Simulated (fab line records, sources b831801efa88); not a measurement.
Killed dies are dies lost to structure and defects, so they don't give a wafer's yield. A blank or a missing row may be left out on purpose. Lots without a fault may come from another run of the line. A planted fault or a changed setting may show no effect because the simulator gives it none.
fab line records | flow sky130
record lots=14 wafers=40 last_day=50
route steps=708 shown VIA1@474 METAL2@486 METAL3@568 VIA3@596
lots that met no fault: from a run of the same line without faults
start_h: hours from the record's first day to the start of the lot's first wafer shown | wait_h: hours since the lot's step before | " the same as in the row above | L1.1+2: a row that stands for several wafers | - no value, or no start given | * or withheld: withheld | < > ~ a bound
route shown NAME@n: a module of which the file shows steps, and the number in the route of the first | usual: mean/standard deviation of fault-free wafers | same: alike in all rows | chamber/n: place in a boat | sites: the reading at each site | _std_site: their standard deviation | _edge_site: outer sites' mean less inner sites' | radius_mm: how far each site lies from the wafer's centre | mask NAME#n: copy n | behind: the tool/chamber that last shaped the wafer | hold: why the lot was held/for how many hours/how that ended | device: the transistor (n, p or np) that didn't switch | end of line: the same wafers' tests at the end of the route | a step without rows: its recipe alone | killed: dies lost to structure and defects at the first sort, not the wafer's yield | map: a wafer's dies, x killed, . not, _ none there
set.NAME: the setting as run; set.NAME@STEP: as run at that earlier step | model.NAME: the simulator's own value behind a step, which no gauge read
steps of the route over a sample of lots; a table a step, a row a wafer
services: from which hour (start_h, from the record's first day; less than 0 if before it) a tool's chamber was out of use, for how many hours, and why
## steps
# step SKY_VIA1_STRIP_16
# recipe chemistry=O2/N2 power_w=1400 pressure_mtorr=1500 platen_temp_c=withheld o2_flow_sccm=3000 n2_flow_sccm=300 overash_fraction=0.5
# usual drypump_motor_current_A=5.3/0.51 oes_product_au=0.416/0.0049 strip_time_to_endpoint_s=4.465/0.02
# columns lot.wafer tool chamber start_h wait_h drypump_motor_current_A oes_product_au rf_hours_counter_h strip_time_to_endpoint_s
L863.1 plasma_asher-03 1 789.59 0.0 5.0 0.415 70 4.493
L863.5 " 0 " " 6.2 0.426 - 4.489
L863.6 " 1 " " 5.0 0.421 - 4.484
L864.2 plasma_asher-02 0 797.92 0.0 4.8 0.418 93 4.478
L864.3 " 1 " " 4.8 0.415 - 4.474
L864.4 " 0 " " 4.8 0.415 - 4.467
L865.3 plasma_asher-01 0 810.18 0.1 5.9 0.418 - 4.446
L865.4 " 1 " " 5.7 0.420 - 4.447
L865.6 " 0 " " 5.8 0.423 - 4.490
L868.1 plasma_asher-01 0 827.38 0.0 5.9 0.411 8 4.464
L868.3 " 0 " " 5.9 0.418 - 4.461
L868.5 " 1 " " 5.7 0.414 - 4.463
L867.1 plasma_asher-02 1 827.73 0.0 4.9 0.415 96 4.482
L867.3 " 0 " " 4.8 0.422 - 4.481
L867.6 " 0 " " 4.8 0.418 - 4.459
L866.1 plasma_asher-02 1 828.45 0.0 4.8 0.418 96 4.486
L866.4 " 0 " " 4.8 0.424 - 4.487
L866.6 " 1 " " 4.8 0.423 - 4.486
L870.1 plasma_asher-01 1 850.47 0.0 5.7 0.408 11 4.455
L870.2 " 0 " " 5.8 0.418 11 4.490
L870.4 " 1 " " 5.7 0.413 - 4.486
L873.1 plasma_asher-02 0 867.17 0.0 4.8 0.418 100 4.450
L873.2 " 1 " " 4.8 0.413 100 4.453
L874.1 plasma_asher-03 1 876.70 0.0 4.9 0.415 79 4.447
L874.6 " 0 " " 6.1 0.412 - 4.465
L882.2 plasma_asher-02 0 934.57 0.0 4.8 0.420 106 4.487
L882.4 " 1 " " 4.8 0.423 - 4.470
L882.6 " 1 " " 4.8 0.414 - 4.489
L883.2 plasma_asher-02 1 936.35 0.0 4.8 0.410 106 4.488
L883.3 " 0 " " 4.8 0.419 - 4.463
L883.5 " 1 " " 4.8 0.414 - 4.457
L884.1 plasma_asher-01 1 937.97 0.0 5.7 0.414 20 4.468
L884.3 " 0 " " 5.8 0.418 - 4.504
L884.4 " 1 " " 5.7 0.415 - 4.520
L885.1 plasma_asher-02 0 945.50 0.0 4.8 0.412 107 4.449
L885.3 " 1 " " 4.9 0.414 - 4.418
L885.5 " 1 " " 4.9 0.423 - 4.452
L886.1 plasma_asher-03 0 951.53 0.0 6.1 0.413 86 4.467
L886.2 " 1 " " 5.0 0.416 86 4.439
L886.6 " 0 " " 6.1 0.415 - 4.461
# step SKY_METAL2_SPUTTER_03
# recipe material=Ti target_thk_nm=5 power_w=3000 time_s=3.3 chamber_pressure_pa=0.4
# usual throttle_valve_pct=29.9/1.1
# columns lot.wafer tool chamber start_h wait_h throttle_valve_pct
L863.1 pvd_sputter-02 - 791.10 0.0 30.1
L863.5 " - " " 30.4
L863.6 " - " " 29.6
L864.2 pvd_sputter-01 - 799.26 0.0 29.4
L864.3 " - " " 28.8
L864.4 " - " " 29.8
L865.3 pvd_sputter-02 - 811.45 0.0 30.2
L865.4 " - " " 29.3
L865.6 " - " " 30.5
L868.1 pvd_sputter-04 - 828.73 0.0 32.5
L868.3 " - " " 30.4
L868.5 " - " " 30.2
L867.1 pvd_sputter-01 - 829.08 0.0 29.0
L867.3 " - " " 29.4
L867.6 " - " " 29.0
L866.1 pvd_sputter-02 - 829.85 0.0 30.2
L866.4 " - " " 31.1
L866.6 " - " " 29.5
L870.1 pvd_sputter-01 - 853.17 0.0 29.5
L870.2 " - " " 29.7
L870.4 " - " " 29.0
L873.1 pvd_sputter-01 - 868.87 0.0 29.7
L873.2 " - " " 29.4
L874.1 pvd_sputter-01 - 878.00 0.0 28.8
L874.6 " - " " 29.5
L882.2 pvd_sputter-02 - 936.18 0.0 29.5
L882.4 " - " " 29.3
L882.6 " - " " 31.0
L883.2 pvd_sputter-04 - 937.68 0.0 29.2
L883.3 " - " " 30.2
L883.5 " - " " 32.6
L884.1 pvd_sputter-01 - 939.30 0.0 30.7
L884.3 " - " " 29.7
L884.4 " - " " 28.6
L885.1 pvd_sputter-04 - 946.89 0.0 30.2
L885.3 " - " " 29.1
L885.5 " - " " 28.0
L886.1 pvd_sputter-01 - 952.88 0.0 29.7
L886.2 " - " " 29.3
L886.6 " - " " 29.5
# step SKY_METAL3_METAL_ETCH_18
# recipe target_depth_a=8450 stop_on=SiO2 over_etch_frac=0.3 time_s=183.1 chemistry=Cl2/BCl3 resist_sidewall_deg=88 pressure_mtorr=10 icp_w=900 bias_w=48.5 Cl2_flow_sccm=60 bcl3_flow_sccm=30
# usual drypump_motor_current_A=5.7/0.52 oes_product_au=0.865/0.0057 throttle_valve_pct=22.264/0.0088
# columns lot.wafer tool chamber start_h wait_h drypump_motor_current_A oes_product_au rf_hours_counter_h throttle_valve_pct
L863.1 rie_metal-04 0 900.14 0.0 6.5 0.853 0 22.269
L863.5 " 1 " " 6.0 0.854 - 22.264
L863.6 " 0 " " 6.5 0.869 - 22.271
L864.2 rie_metal-01 1 906.39 0.0 5.7 0.853 1 22.268
L864.3 " 1 " " 5.8 0.866 - 22.267
L864.4 " 0 " " 4.9 0.858 - 22.267
L865.3 rie_metal-03 1 917.54 0.1 6.2 0.869 - 22.274
L865.4 " 0 " " 5.7 0.880 - 22.267
L865.6 " 0 " " 5.7 0.868 - 22.264
L868.1 rie_metal-03 0 934.51 0.0 5.7 0.863 9 22.266
L868.3 " 0 " " 5.7 0.858 - 22.255
L868.5 " 0 " " 5.7 0.863 - 22.268
L867.1 rie_metal-01 1 934.86 0.0 5.7 0.862 3 22.251
L867.3 " 1 " " 5.7 0.863 - 22.253
L867.6 " 1 " " 5.7 0.866 - 22.263
L866.1 rie_metal-04 1 935.84 0.0 6.0 0.862 10 22.261
L866.4 " 1 " " 6.0 0.864 - 22.265
L866.6 " 0 " " 6.5 0.869 - 22.259
L870.1 rie_metal-01 0 958.29 0.0 4.9 0.864 11 22.263
L870.2 " 1 " " 5.7 0.872 4 22.266
L870.4 " 1 " " 5.8 0.867 - 22.258
L873.1 rie_metal-01 1 970.99 0.0 5.7 0.869 5 22.255
L873.2 " 0 " " 4.9 0.875 12 22.271
L874.1 rie_metal-01 1 980.89 0.0 5.7 0.874 5 22.264
L874.6 " 0 " " 4.9 0.856 - 22.260
L882.2 rie_metal-04 0 1034.81 0.0 6.5 0.867 7 22.240
L882.4 " 0 " " 6.5 0.865 - 22.274
L882.6 " 1 " " 6.0 0.873 - 22.265
L883.2 rie_metal-03 1 1036.88 0.0 6.2 0.867 17 22.270
L883.3 " 0 " " 5.7 0.867 - 22.263
L883.5 " 0 " " 5.7 0.867 - 22.260
L884.1 rie_metal-04 0 1037.23 0.0 6.5 0.869 8 22.259
L884.3 " 0 " " 6.5 0.869 - 22.262
L884.4 " 1 " " 6.0 0.865 - 22.255
L885.1 rie_metal-01 1 1044.30 0.0 5.7 0.873 10 22.265
L885.3 " 1 " " 5.7 0.867 - 22.261
L885.5 " 1 " " 5.7 0.858 - 22.258
L886.1 rie_metal-01 0 1048.38 0.0 4.9 0.868 17 22.256
L886.2 " 1 " " 5.7 0.866 10 22.282
L886.6 " 1 " " 5.7 0.862 - 22.250
# step SKY_METAL3_STRIP_19
# recipe chemistry=O2/N2 power_w=1400 pressure_mtorr=1500 platen_temp_c=withheld o2_flow_sccm=3000 n2_flow_sccm=300 overash_fraction=0.5
# usual drypump_motor_current_A=5.4/0.51 oes_product_au=0.505/0.0048 strip_time_to_endpoint_s=6.59/0.058
# columns lot.wafer tool chamber start_h wait_h drypump_motor_current_A oes_product_au rf_hours_counter_h strip_time_to_endpoint_s
L863.1 plasma_asher-01 0 900.32 0.1 5.8 0.506 16 6.65
L863.5 " 1 " " 5.7 0.494 - 6.54
L863.6 " 0 " " 5.8 0.506 - 6.65
L864.2 plasma_asher-01 0 906.57 0.1 5.8 0.511 16 6.60
L864.3 " 0 " " 5.9 0.503 - 6.54
L864.4 " 1 " " 5.7 0.509 - 6.59
L865.3 plasma_asher-03 1 917.69 0.1 5.0 0.503 - 6.64
L865.4 " 0 " " 6.1 0.502 - 6.67
L865.6 " 1 " " 5.0 0.501 - 6.62
L868.1 plasma_asher-01 0 934.69 0.1 5.8 0.509 19 6.67
L868.3 " 1 " " 5.7 0.513 - 6.68
L868.5 " 1 " " 5.7 0.509 - 6.69
L867.1 plasma_asher-03 0 935.04 0.1 6.1 0.505 85 6.61
L867.3 " 0 " " 6.1 0.505 - 6.62
L867.6 " 1 " " 5.0 0.499 - 6.62
L866.1 plasma_asher-03 1 936.02 0.1 5.0 0.504 85 6.52
L866.4 " 1 " " 5.0 0.503 - 6.55
L866.6 " 1 " " 5.0 0.503 - 6.54
L870.1 plasma_asher-01 1 958.47 0.1 5.7 0.506 22 6.59
L870.2 " 0 " " 5.9 0.506 22 6.53
L870.4 " 0 " " 5.9 0.503 - 6.60
L873.1 plasma_asher-02 0 971.17 0.1 4.8 0.529 110 7.33
L873.2 " 1 " " 4.8 0.504 110 6.56
L874.1 plasma_asher-03 1 981.07 0.1 5.0 0.533 89 7.34
L874.6 " 0 " " 6.1 0.506 - 6.67
L882.2 plasma_asher-01 1 1034.99 0.1 5.7 0.500 29 6.57
L882.4 " 1 " " 5.7 0.497 - 6.53
L882.6 " 1 " " 5.7 0.497 - 6.48
L883.2 plasma_asher-02 1 1037.06 0.1 4.8 0.508 117 6.62
L883.3 " 1 " " 4.9 0.510 - 6.60
L883.5 " 0 " " 4.8 0.499 - 6.55
L884.1 plasma_asher-01 0 1037.41 0.1 5.9 0.499 29 6.52
L884.3 " 1 " " 5.7 0.504 - 6.57
L884.4 " 0 " " 5.9 0.506 - 6.45
L885.1 plasma_asher-02 0 1044.47 0.1 4.8 0.504 117 6.59
L885.3 " 1 " " 4.8 0.506 - 6.56
L885.5 " 0 " " 4.8 0.503 - 6.58
L886.1 plasma_asher-02 1 1048.56 0.1 4.8 0.499 118 6.51
L886.2 " 0 " " 4.9 0.504 118 6.56
L886.6 " 1 " " 4.8 0.498 - 6.48
# step SKY_VIA3_THK_MEAS_23
# recipe thk_meas_gauge=xrf reads=W_of_VIA3_CVD_21
# usual VIA3_W_THK=397/6.9
# columns lot.wafer tool chamber start_h wait_h VIA3_W_THK[nm]
L863.1 film_metro-04 - 927.80 0.1 402
L863.5 " - " " 411
L863.6 " - " " 403
L864.2 film_metro-03 - 933.43 0.1 392
L864.3 " - " " 395
L864.4 " - " " 391
L865.3 film_metro-02 - 944.95 0.1 394
L865.4 " - " " 392
L865.6 " - " " 392
L868.1 film_metro-02 - 961.75 0.1 398
L868.3 " - " " 397
L868.5 " - " " 395
L867.1 film_metro-04 - 961.84 0.1 417
L867.3 " - " " 407
L867.6 " - " " 403
L866.1 film_metro-04 - 962.90 0.1 408
L866.4 " - " " 410
L866.6 " - " " 407
L870.1 film_metro-04 - 984.50 0.1 400
L870.2 " - " " 395
L870.4 " - " " 401
L873.1 film_metro-04 - 996.91 0.1 398
L873.2 " - " " 394
L874.1 film_metro-03 - 1006.51 0.1 398
L874.6 " - " " 401
L882.2 film_metro-03 - 1058.87 0.1 391
L882.4 " - " " 389
L882.6 " - " " 391
L884.1 film_metro-02 - 1061.00 0.1 389
L884.3 " - " " 388
L884.4 " - " " 383
L883.2 film_metro-04 - 1061.84 0.1 404
L883.3 " - " " 399
L883.5 " - " " 398
L885.1 film_metro-02 - 1068.16 0.1 392
L885.3 " - " " 399
L885.5 " - " " 400
L886.1 film_metro-03 - 1071.75 0.1 385
L886.2 " - " " 388
L886.6 " - " " 390
## services
# columns tool chamber start_h hours kind
rie_metal-01 0 797.48 52.8 repair
rie_metal-04 - 800.55 0.3 repair
plasma_asher-02 - 809.08 1.4 repair
rie_metal-01 - 809.35 2.8 pm
pvd_sputter-02 - 825.14 1.9 repair
pvd_sputter-02 - 858.25 2.8 repair
rie_metal-04 0 859.58 - clean
rie_metal-01 1 860.93 - clean
rie_metal-01 1 860.93 18.2 scheduled_down
rie_metal-01 1 860.93 18.2 vent_cycle
pvd_sputter-02 - 872.79 3.7 repair
rie_metal-01 0 877.50 3.4 repair
rie_metal-01 - 883.99 6.0 repair
rie_metal-04 0 893.01 4.3 repair
rie_metal-04 - 928.31 0.4 repair
rie_metal-04 1 953.63 8.5 repair
plasma_asher-01 - 964.92 2.0 repair
pvd_sputter-01 - 998.78 2.7 repair
rie_metal-04 - 1006.17 2.8 pm
plasma_asher-01 - 1018.81 2.8 pm
pvd_sputter-02 - 1034.39 1.2 repair
plasma_asher-03 - 1035.68 1.2 repair
rie_metal-03 - 1038.52 28.1 pm
plasma_asher-02 - 1046.27 2.1 repair
## key
first_sign step=SKY_METAL3_STRIP_19 reading=strip_time_to_endpoint_s direction=up sigmas=13 usual=* struck=*
effect step=SKY_METAL3_STRIP_19 reading=oes_product_au direction=up sigmas=5.5 usual=0.505 struck=0.531
met_at SKY_METAL3_METAL_ETCH_18
struck_lots L873,L874
struck_wafers L873.1,L874.1
sort_left_out L873.1,L874.1
not_acting_at SKY_VIA1_STRIP_16,SKY_METAL2_SPUTTER_03,SKY_VIA3_THK_MEAS_23
onset_between 958.29 970.99
fault kind=process_parameter_drift tool=rie_metal-01 chamber=- onset_h=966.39 steps=SKY_METAL3_METAL_ETCH_18 channel=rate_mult offset=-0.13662 shape=step end_h=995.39 scope=struck_wafers_only
# sort_left_out: the simulated sort isn't trusted on such a fault, so these wafers' sort isn't shown, and their yield isn't known
